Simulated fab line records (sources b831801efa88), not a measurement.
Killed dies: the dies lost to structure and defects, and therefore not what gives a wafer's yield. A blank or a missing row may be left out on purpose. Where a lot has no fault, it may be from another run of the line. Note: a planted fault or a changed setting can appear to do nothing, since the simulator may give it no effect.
Which of the tools did it? -- flow sky130 -- 16 lots, 48 wafers sampled, at 5 steps of a route of 708

WHAT THE GAUGES SHOWED, per wafer
SKY_CAPM_THK_MEAS_01. Usual: CAPM_CVD_00_THK gives 15.45 nm (standard deviation 0.22).
lot,measured,on,CAPM_CVD_00_THK (nm),flag
L214,day 36 16:56,film_metro-02,15.31 15.20 15.54,
L215,day 37 00:54,film_metro-03,15.02 15.52 15.35,
L216,day 37 16:16,film_metro-03,15.29 15.11 15.40,
L217,day 37 16:25,film_metro-01,14.82 15.33 15.09,
L219,day 38 15:27,film_metro-03,15.36 15.51 15.62,
L220,day 38 19:50,film_metro-01,15.20 15.46 15.47,
L222,day 40 15:06,film_metro-01,15.13 15.60 15.68,
L224,day 40 17:45,film_metro-02,15.28 15.44 15.61,
L226,day 40 17:56,film_metro-03,15.27 15.04 15.45,
L225,day 40 20:46,film_metro-03,15.18 15.69 15.72,
L227,day 40 21:46,film_metro-03,15.28 15.43 15.46,
L228,day 41 03:25,film_metro-01,15.70 15.81 15.92,
L231,day 41 19:31,film_metro-03,15.54 15.36 15.45,
L230,day 41 21:42,film_metro-02,15.31 15.61 15.67,
L232,day 42 03:40,film_metro-03,15.41 15.75 15.57,
L234,day 42 17:32,film_metro-03,15.33 15.44 15.55,

SKY_CAPM_THK_MEAS_04: measures by xrf. Usual: CAPM_TIN_THK gives 199.7 nm (standard deviation 2).
lot,measured,on,CAPM_TIN_THK (nm),flag
L214,day 36 17:13,film_metro-03,203.1 197.2 201.3,
L215,day 37 01:11,film_metro-02,201.7 203.9 201.3,
L216,day 37 16:34,film_metro-03,196.4 197.2 194.5,
L217,day 37 16:42,film_metro-02,202.6 203.3 198.8,
L219,day 38 15:44,film_metro-03,197.0 200.0 196.7,
L220,day 38 20:07,film_metro-02,200.5 196.2 202.0,
L222,day 40 15:23,film_metro-03,201.7 200.8 200.3,
L224,day 40 18:02,film_metro-01,198.7 201.3 201.0,
L226,day 40 18:13,film_metro-03,199.8 199.8 199.2,
L225,day 40 21:04,film_metro-01,200.3 201.5 201.3,
L227,day 40 22:03,film_metro-02,198.9 200.9 199.2,
L228,day 41 04:16,film_metro-01,202.1 199.4 198.9,
L231,day 41 19:48,film_metro-01,199.0 197.7 200.3,
L230,day 41 21:59,film_metro-01,200.7 197.6 198.9,
L232,day 42 03:58,film_metro-02,203.3 198.5 200.5,
L234,day 42 17:49,film_metro-03,198.9 198.1 198.6,

SKY_METAL3_CD_MEAS_13 targets a cd of 300 nm. Usual: cd_nm at 299.7 nm, with a standard deviation of 1.5.
lot,measured,on,cd_nm (nm),flag
L214,day 38 20:38,cd_sem-02,300.3 297.8 299.3,
L215,day 39 03:31,cd_sem-01,300.6 299.4 300.2,
L216,day 39 18:53,cd_sem-02,302.4 300.9 300.5,
L217,day 39 19:13,cd_sem-02,297.8 299.0 298.3,
L219,day 40 18:25,cd_sem-01,296.1 297.6 299.1,
L220,day 40 22:38,cd_sem-01,300.9 299.9 299.9,
L222,day 42 14:22,cd_sem-01,355.5 354.9 354.2,OFF
L224,day 42 17:43,cd_sem-01,355.5 355.6 355.1,OFF
L226,day 42 17:50,cd_sem-02,357.2 356.2 355.9,OFF
L225,day 42 20:11,cd_sem-01,298.4 299.2 298.3,
L227,day 42 21:20,cd_sem-01,301.0 302.3 301.4,
L228,day 43 04:13,cd_sem-01,331.1 330.9 332.7,OFF
L231,day 43 19:13,cd_sem-01,297.7 297.7 298.5,
L230,day 43 22:14,cd_sem-02,296.8 298.0 297.5,
L232,day 44 03:04,cd_sem-02,303.2 301.3 302.5,
L234,day 44 15:09,cd_sem-02,297.8 300.2 300.6,

WHAT TOOL EACH LOT RAN ON (gives the tool, then ch and the chambers of the sampled wafers, and finally the start)
lot,SKY_VIA2_ETCH_15,SKY_METAL3_EXPOSE_10
L214,"rie_diel-04 ch 0,2, day 36 15:15","krf_scanner-01 ch 0, day 38 09:26"
L215,"rie_diel-04 ch 1,2,3, day 36 23:22","krf_scanner-01 ch 0, day 38 15:49"
L216,"rie_diel-01 ch 0,1,3, day 37 14:46","krf_scanner-01 ch 0, day 39 06:14"
L217,"rie_diel-04 ch 0,2,3, day 37 14:51","krf_scanner-02 ch 0, day 39 06:31"
L219,"rie_diel-04 ch 1,3, day 38 13:55","krf_scanner-01 ch 0, day 40 05:28"
L220,"rie_diel-01 ch 0,3, day 38 18:18","krf_scanner-02 ch 0, day 40 11:21"
L222,"rie_diel-04 ch 0,1, day 40 13:27","krf_scanner-02 ch 0, day 42 02:25"
L224,"rie_diel-03 ch 0,1,2, day 40 16:10","krf_scanner-02 ch 0, day 42 05:23"
L226,"rie_diel-01 ch 0,2,3, day 40 16:25","krf_scanner-02 ch 0, day 42 06:01"
L225,"rie_diel-01 ch 2,3, day 40 19:06","krf_scanner-01 ch 0, day 42 08:28"
L227,"rie_diel-01 ch 1,2,3, day 40 20:07","krf_scanner-01 ch 0, day 42 09:09"
L228,"rie_diel-03 ch 2,3, day 41 01:52","krf_scanner-02 ch 0, day 42 17:54"
L231,"rie_diel-04 ch 1,2,3, day 41 17:54","krf_scanner-01 ch 0, day 43 07:01"
L230,"rie_diel-04 ch 1,2,3, day 41 20:06","krf_scanner-01 ch 0, day 43 09:31"
L232,"rie_diel-01 ch 0,2,3, day 42 02:10","krf_scanner-01 ch 0, day 43 16:31"
L234,"rie_diel-01 ch 0,3, day 42 15:58","krf_scanner-01 ch 0, day 44 04:20"
- SKY_VIA2_ETCH_15: etches SiO2 in C4F8/O2/Ar, stops on TiN, target depth 546 nm, time 84 s.
- SKY_METAL3_EXPOSE_10: exposes mask MM3, target cd 300 nm.

WHAT THE TOOLS THEMSELVES READ (means of the sampled wafers that have a number; where no wafer has one, the mark that the record gives instead)
SKY_VIA2_ETCH_15. Usual: oes_product_au at 0.940 a.u., with a standard deviation of 0.0048.
lot,tool,oes_product_au (a.u.),flag
L214,rie_diel-04,0.936,
L215,rie_diel-04,0.939,
L216,rie_diel-01,0.937,
L217,rie_diel-04,0.940,
L219,rie_diel-04,0.938,
L220,rie_diel-01,0.940,
L222,rie_diel-04,0.942,
L224,rie_diel-03,0.942,
L226,rie_diel-01,0.938,
L225,rie_diel-01,0.945,
L227,rie_diel-01,0.945,
L228,rie_diel-03,0.942,
L231,rie_diel-04,0.937,
L230,rie_diel-04,0.943,
L232,rie_diel-01,0.938,
L234,rie_diel-01,0.942,

SKY_METAL3_EXPOSE_10. Usual: exposure_dose_mJ_cm2 at 28.002, with a standard deviation of 0.03.
lot,tool,exposure_dose_mJ_cm2,flag
L214,krf_scanner-01,27.987,
L215,krf_scanner-01,28.002,
L216,krf_scanner-01,27.986,
L217,krf_scanner-02,28.004,
L219,krf_scanner-01,28.023,
L220,krf_scanner-02,27.991,
L222,krf_scanner-02,20.618,OFF
L224,krf_scanner-02,20.663,OFF
L226,krf_scanner-02,20.611,OFF
L225,krf_scanner-01,28.058,
L227,krf_scanner-01,28.025,
L228,krf_scanner-02,23.415,OFF
L231,krf_scanner-01,27.986,
L230,krf_scanner-01,28.008,
L232,krf_scanner-01,27.981,
L234,krf_scanner-01,28.003,

THE ANSWER, worked out from the rows above alone
Rule: take the mean of a lot's wafers that have a number; if it is more than 3 standard deviations from the usual mean, the lot is off. A lot without any number at a reading at which 4 lots or more have one is off too. All remaining lots with rows at the step are treated as sound. The gauges are gone through in route order, then the tools' own readings, and for those a lot's mean is taken as printed above. At the first step where some lot is off, the reading lying furthest off is the one used; lots without a number count as furthest.
Off: L222, L224, L226, L228, at SKY_METAL3_CD_MEAS_13 (cd_nm).
A tool fits if, at a process step before that reading, it ran every lot that is off, and no sound lot after the first of them. The gauges at SKY_METAL3_CD_MEAS_13 aren't tried: what is off there is off at SKY_METAL3_EXPOSE_10 too, on other tools, and a gauge's error can't cause that. One fits: SKY_METAL3_EXPOSE_10 on krf_scanner-02. A fault onset in the window from L220 (day 40 11:21, its last sound lot) to L222 (day 42 02:25, its first lot off) fits.
The tool's own readings at SKY_METAL3_EXPOSE_10 bear it out: on the lots that are off they differ by more than 5 times the standard deviation of the sound lots' means. exposure_dose_mJ_cm2 reads 21.327 there against 28.005 on the sound lots.

WHAT WAS PUT IN BY THE SIMULATOR
Drift in process parameters on krf_scanner-02 at SKY_METAL3_EXPOSE_10, starting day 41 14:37. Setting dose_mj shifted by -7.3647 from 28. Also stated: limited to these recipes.
Lots struck among those shown: L222, L224, L226, L228. This agrees with what the rule above found.
